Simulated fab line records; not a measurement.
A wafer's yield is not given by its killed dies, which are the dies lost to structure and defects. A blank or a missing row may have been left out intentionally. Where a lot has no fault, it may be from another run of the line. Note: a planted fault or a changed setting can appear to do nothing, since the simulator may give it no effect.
fab line records	flow gf180mcu	part 2 of 2: steps 30 to 42 of 42
record lots=5	wafers=15	last-day=34
route steps=602 shown V4@493 MIM@503 M5@526
lots that met no fault: from a run of the same line without faults
start-h: start of the lot's first displayed wafer, in hours after the record's first day	wait-h: time in hours since the lot's previous step	" same as the row above	L1.1+2: several wafers, shown together as one row	- either no value or no given start	* or withheld: withheld	< > ~ a bound
route shown NAME@n: names a module that has steps shown in the file, with the first one's number in the route	usual: mean/standard deviation taken from wafers without a fault	same: alike in all rows	chamber/n: place in a boat	sites: per-site readings	_std_site: their standard deviation	_edge_site: mean of outer sites minus mean of inner sites	radius-mm: how far each site lies from the wafer's centre	mask NAME#n: copy n	behind: the most recent tool/chamber to have shaped the wafer	hold: why the lot was held/for how many hours/how that ended	device: transistor that didn't switch, given as n, p or np	end of line: the same wafers' tests at the end of the route	where a step has no rows: the recipe by itself	killed: dies lost to structure and defects at the first sort, not the wafer's yield	map: shows each die of a wafer: x if killed, . if not, _ if none is there
set.NAME: the setting that was run; set.NAME@STEP: the one run at that earlier step	model.NAME: the simulator's own value behind a step, which no gauge read
a table for each step, a row for each wafer; lots at some steps of the route
services: from which hour (start-h, from the record's first day; less than 0 if before it) a tool's chamber was out of use, for how many hours, and why
## steps
# step GF_MIM_METAL_ETCH_19
# recipe chemistry=Cl2/BCl3	mask-material=NOVOLAK	stop-on=Si3N4	target-depth-nm=324.5	pressure-mtorr=8	icp-w=800	bias-w=140	Cl2_flow_sccm=80	bcl3-flow-sccm=40	time-s=54.1
# usual drypump-motor-current-A=5.8/0.55	oes-product-au=0.940/0.0069	throttle-valve-pct=28.285/0.011
lot.wafer	tool	chamber	start-h	wait-h	drypump-motor-current-A	oes-product-au	rf-hours-counter-h	throttle-valve-pct
L074.1	rie-metal-03	0	590.40	0.1	6.4	0.939	7	28.278
L074.3	"	0	"	"	6.4	0.941	-	28.286
L074.6	"	0	"	"	6.4	0.947	-	28.277
L077.1	rie-metal-03	0	614.08	0.1	6.4	0.948	8	28.266
L077.4	"	0	"	"	6.4	0.946	-	28.291
L077.5	"	1	"	"	4.8	0.943	-	28.288
L089.1	rie-metal-03	0	698.30	0.1	6.4	0.950	12	28.273
L089.2	"	1	"	"	4.9	0.936	2	28.283
L089.6	"	0	"	"	6.4	0.940	-	28.298
L091.2	rie-metal-03	1	711.98	0.1	4.8	0.949	2	28.280
L091.3	"	0	"	"	6.4	0.942	-	28.287
L091.5	"	0	"	"	6.4	0.945	-	28.278
L095.3	rie-metal-02	0	737.32	0.1	5.8	0.943	-	28.280
L095.5	"	1	"	"	6.4	0.937	-	28.271
L095.6	"	0	"	"	5.7	0.939	-	28.293
# step GF_MIM_STRIP_20
# recipe chemistry=O2/N2	power-w=1400	pressure-mtorr=1500	platen-temp-c=250	o2-flow-sccm=3000	n2-flow-sccm=300	overash-fraction=0.5
# usual drypump-motor-current-A=6.0/0.4	heater-power-w=332/11	oes-product-au=0.694/0.0051	strip-time-to-endpoint-s=11.27/0.052
lot.wafer	tool	chamber	start-h	wait-h	drypump-motor-current-A	heater-power-w	oes-product-au	rf-hours-counter-h	strip-time-to-endpoint-s
L074.1	plasma-asher-03	1	590.47	0.0	5.6	339	0.696	19	11.19
L074.3	"	1	"	"	5.6	329	0.682	-	11.20
L074.6	"	0	"	"	6.1	322	0.693	-	11.22
L077.1	plasma-asher-04	1	614.16	0.0	6.6	326	0.688	50	11.23
L077.4	"	1	"	"	6.6	336	0.691	-	11.28
L077.5	"	0	"	"	5.9	334	0.700	-	11.29
L089.1	plasma-asher-03	0	698.37	0.0	6.1	309	0.697	29	11.27
L089.2	"	1	"	"	5.6	339	0.693	29	11.31
L089.6	"	1	"	"	5.6	336	0.696	-	11.28
L091.2	plasma-asher-03	0	712.05	0.0	6.1	313	0.695	30	11.30
L091.3	"	0	"	"	6.1	315	0.692	-	11.20
L091.5	"	0	"	"	6.1	319	0.689	-	11.21
L095.3	plasma-asher-03	1	737.40	0.1	5.6	332	0.695	-	11.31
L095.5	"	0	"	"	6.1	312	0.696	-	11.28
L095.6	"	1	"	"	5.6	333	0.696	-	11.32
# step GF_MIM_STRIP_21
# recipe chemistry=post-etch-residue-remover	time-s=1200	temp-c=72.5
lot.wafer	tool	chamber	start-h	wait-h
L074.1+3+6	wet-bench-03	0	590.57	0.1
L077.1+4+5	wet-bench-01	0	614.25	0.1
L089.1+2+6	wet-bench-01	3	698.47	0.1
L091.2+3+5	wet-bench-03	0	712.15	0.1
L095.3+5+6	wet-bench-03	0	737.47	0.0
# step GF_MIM_CLEAN_22
# recipe chemistry=DIW	dry=n2-spin
lot.wafer	tool	chamber	start-h	wait-h
L074.1+3+6	wet-bench-02	3	590.95	0.0
L077.1+4+5	wet-bench-02	2	614.60	0.0
L089.1+2+6	wet-bench-02	2	698.81	0.0
L091.2+3+5	wet-bench-02	0	712.50	0.0
L095.3+5+6	wet-bench-02	0	737.81	0.0
# step GF_M5_DEHYDRATE_00
# recipe temp-c=200	time-s=60
lot.wafer	tool	chamber	start-h	wait-h
L074.1+3+6	litho-track-04	0	601.30	10.3
L077.1+4+5	litho-track-02	0	624.85	10.2
L089.1+2+6	litho-track-01	0	707.63	8.7
L091.2+3+5	litho-track-01	0	720.91	8.3
L095.3+5+6	litho-track-01	0	745.53	7.6
# step GF_M5_HMDS_01
# recipe prime-time-s=60	prime-temp-c=120
lot.wafer	tool	chamber	start-h	wait-h
L074.1+3+6	litho-track-04	0	601.45	0.1
L077.1+4+5	litho-track-02	0	625.00	0.1
L089.1+2+6	litho-track-01	0	707.78	0.1
L091.2+3+5	litho-track-01	0	721.06	0.1
L095.3+5+6	litho-track-01	0	745.68	0.1
# step GF_M5_COAT_02
# recipe resist=KrF	spin-rpm=withheld	resist-thk-nm=1000
lot.wafer	tool	chamber	start-h	wait-h
L074.1+3+6	litho-track-04	0	601.60	0.1
L077.1+4+5	litho-track-02	0	625.15	0.1
L089.1+2+6	litho-track-01	0	707.93	0.1
L091.2+3+5	litho-track-01	0	721.21	0.1
L095.3+5+6	litho-track-01	0	745.83	0.1
# step GF_M5_SOFTBAKE_03
# recipe temp-c=130	time-s=60	resist=KrF
lot.wafer	tool	chamber	start-h	wait-h
L074.1+3+6	litho-track-04	0	601.75	0.1
L077.1+4+5	litho-track-02	0	625.30	0.1
L089.1+2+6	litho-track-01	0	708.08	0.1
L091.2+3+5	litho-track-01	0	721.36	0.1
L095.3+5+6	litho-track-01	0	745.98	0.1
# step GF_M5_EXPOSE_04
# recipe mask-id=Metal5	target-cd-nm=280	na=0.68	source-shape=conventional	sigma-outer=0.6	dose-mj=28
lot.wafer	tool	chamber	start-h	wait-h	mask
L074.1+3+6	krf-scanner-02	0	-	-	Metal5#0
L077.1+4+5	krf-scanner-02	0	-	-	Metal5#0
L089.1+2+6	krf-scanner-02	0	-	-	Metal5#0
L091.2+3+5	krf-scanner-02	0	-	-	Metal5#0
L095.3+5+6	krf-scanner-02	0	-	-	Metal5#0
# step GF_M5_PEB_05
# recipe peb-temp-c=135.5	peb-time-s=90	resist=KrF
lot.wafer	tool	chamber	start-h	wait-h
L074.1+3+6	litho-track-01	0	-	-
L077.1+4+5	litho-track-02	0	-	-
L089.1+2+6	litho-track-01	0	-	-
L091.2+3+5	litho-track-01	0	-	-
L095.3+5+6	litho-track-01	0	-	-
# step GF_M5_DEVELOP_06
# recipe develop-time-s=60	dev-temp-c=21
lot.wafer	tool	chamber	start-h	wait-h
L074.1+3+6	litho-track-01	0	611.93	0.2
L077.1+4+5	litho-track-02	0	635.00	0.2
L089.1+2+6	litho-track-01	0	716.43	0.2
L091.2+3+5	litho-track-01	0	730.11	0.2
L095.3+5+6	litho-track-01	0	754.53	0.1
# step GF_M5_CD_MEAS_07
# recipe target-cd-nm=280
# usual cd-nm=280.5/1.3
lot.wafer	tool	chamber	start-h	wait-h	cd-nm
L074.1	cd-sem-01	-	612.08	0.1	278.6
L074.3	"	-	"	"	280.9
L074.6	"	-	"	"	280.6
L077.1	cd-sem-01	-	635.15	0.1	280.5
L077.4	"	-	"	"	281.0
L077.5	"	-	"	"	279.9
L089.1	cd-sem-01	-	716.58	0.1	280.3
L089.2	"	-	"	"	280.9
L089.6	"	-	"	"	280.3
L091.2	cd-sem-01	-	730.25	0.1	283.3
L091.3	"	-	"	"	282.1
L091.5	"	-	"	"	282.6
L095.3	cd-sem-02	-	754.67	0.1	282.0
L095.5	"	-	"	"	283.1
L095.6	"	-	"	"	281.9
# step GF_M5_OVL_MEAS_08
# usual M5_OVL=-2/5.4
lot.wafer	tool	chamber	start-h	wait-h	M5_OVL[nm]
L074.1	overlay-02	-	612.20	0.1	-1
L074.3	"	-	"	"	-7
L074.6	"	-	"	"	0
L077.1	overlay-02	-	635.27	0.1	-8
L077.4	"	-	"	"	-4
L077.5	"	-	"	"	-15
L089.1	overlay-02	-	716.70	0.1	2
L089.2	"	-	"	"	-9
L089.6	"	-	"	"	-1
L091.2	overlay-02	-	730.36	0.1	-1
L091.3	"	-	"	"	1
L091.5	"	-	"	"	1
L095.3	overlay-02	-	754.76	0.1	-8
L095.5	"	-	"	"	7
L095.6	"	-	"	"	5
## services
tool	chamber	start-h	hours	kind
cmp-02	-	558.10	5.1	repair
pecvd-01	-	567.55	4.1	repair
plasma-asher-04	-	568.46	2.8	pm
cmp-02	-	572.03	4.0	pm
pvd-sputter-04	-	572.58	6.7	repair
pvd-sputter-04	-	592.20	2.5	repair
krf-scanner-02	-	600.90	0.8	pm
plasma-asher-03	-	605.83	3.7	repair
cmp-02	-	623.63	3.1	repair
krf-scanner-02	-	633.36	1.8	repair
pvd-sputter-03	-	635.11	3.2	repair
cmp-02	-	640.13	2.8	pm
iline-stepper-02	-	647.71	1.7	pm
krf-scanner-02	-	653.14	3.6	pm
krf-scanner-02	-	669.59	1.0	pm
cvd-w-02	-	677.15	1.7	repair
krf-scanner-02	-	691.07	1.3	pm
pecvd-01	1	695.73	7.0	repair
cmp-02	-	700.27	7.3	repair
plasma-asher-02	-	709.01	2.8	pm
pvd-sputter-01	-	710.93	1.0	repair
pvd-sputter-04	-	717.36	2.3	repair
krf-scanner-02	-	730.33	2.0	repair
rie-metal-03	-	749.54	1.4	pm
